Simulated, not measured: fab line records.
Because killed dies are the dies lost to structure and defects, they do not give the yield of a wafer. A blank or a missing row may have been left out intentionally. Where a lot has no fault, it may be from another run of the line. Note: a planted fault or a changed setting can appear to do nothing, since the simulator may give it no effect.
A single fault, viewed from 2 desks :: flow sky130 :: numbers are kept per desk, each desk with only its own; the story behind them comes last

FROM THE METROLOGY DESK
Lot by lot, what the gauges showed, no matter which tool ran the lot: averages of those sampled wafers that carry a number. Marked OUT: a lot whose mean sits more than 4 standard deviations from the usual mean, which makes it out of limits; the brackets give that distance.
Columns: A = POLY_GATE_TW at SKY_RES_PROTECT_TW_MEAS_08, usual 4019; B = POLY_GATE_OXIDATION_THK at SKY_POLY_GATE_THK_MEAS_21, usual 3.98 nm
lot: L351
first seen here: day 15 07:11
A: 3982
B: 4.03

lot: L357
first seen here: day 17 19:47
A: 3992
B: 3.91

lot: L356
first seen here: day 17 20:04
A: 3972
B: 3.93

lot: L358
first seen here: day 18 00:25
A: 3990
B: 4.07

lot: L359
first seen here: day 18 12:25
A: 3991
B: 4.12

lot: L360
first seen here: day 19 03:47
A: 3785 (-6.1) OUT
B: 3.91

lot: L362
first seen here: day 19 14:11
A: 3789 (-6.1) OUT
B: 4.00

lot: L364
first seen here: day 20 08:46
A: 3989
B: 4.02

lot: L366
first seen here: day 20 17:46
A: 3968
B: 3.99

lot: L367
first seen here: day 20 22:26
A: 3971
B: 3.93

lot: L373
first seen here: day 23 01:13
A: 4060
B: 3.94
This desk's finding: out of limits on L360, L362; first on L360, day 19 03:47 (POLY_GATE_TW at SKY_RES_PROTECT_TW_MEAS_08). Within limits: L351, L357, L356, L358, L359, L364, L366, L367, L373.

FOR THE TOOL OWNER'S DESK: implanter-04
SKY_POLY_GATE_IMPLANT_02, tool's own readings: per-lot mean of the sampled wafers with a number, covering each lot this tool ran. Marked OUT: a lot whose mean sits more than 4 standard deviations from the usual mean, which makes it out of limits; the brackets give that distance.
Columns: A = beam-on-s at SKY_POLY_GATE_IMPLANT_02, usual 34.4 s; B = dose-ions-cm2 at SKY_POLY_GATE_IMPLANT_02, usual 7.699e+15; C = end-station-pressure-torr at SKY_POLY_GATE_IMPLANT_02, usual 1.11e-05 Torr
lot: L357
first seen here: day 17 19:34
A: 32.6
B: 7.698e+15
C: 1.15e-05

lot: L358
first seen here: day 18 00:11
A: 32.1
B: 7.696e+15
C: 1.17e-05

lot: L359
first seen here: day 18 12:12
A: 32.7
B: 7.700e+15
C: 1.19e-05

lot: L360
first seen here: day 19 03:35
A: 14.6 (-11) OUT
B: 3.388e+15 (-99 or more) OUT
C: 1.45e-05 (+4.7) OUT

lot: L362
first seen here: day 19 13:58
A: 14.3 (-11) OUT
B: 3.396e+15 (-99 or more) OUT
C: 1.46e-05 (+4.7) OUT
This desk finds L360, L362 out of limits, L360 being first, at day 19 03:35 (beam-on-s at SKY_POLY_GATE_IMPLANT_02). Within limits: L357, L358, L359.

TAKEN TOGETHER
An alarm could have come from the tool owner's desk at day 19 03:35, on L360, L362.
At day 19 03:47 the metrology desk could have sounded an alarm, on L360, L362.
Of the lots named, all ran SKY_POLY_GATE_IMPLANT_02 on implanter-04.

WHAT THE SIMULATOR HAD INSERTED
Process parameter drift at SKY_POLY_GATE_IMPLANT_02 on implanter-04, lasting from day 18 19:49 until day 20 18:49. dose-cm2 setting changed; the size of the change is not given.
Struck lots among those shown: L360, L362.
Fault start to first reading out of limits, in hours, per desk: tool owner, 8; metrology, 8.
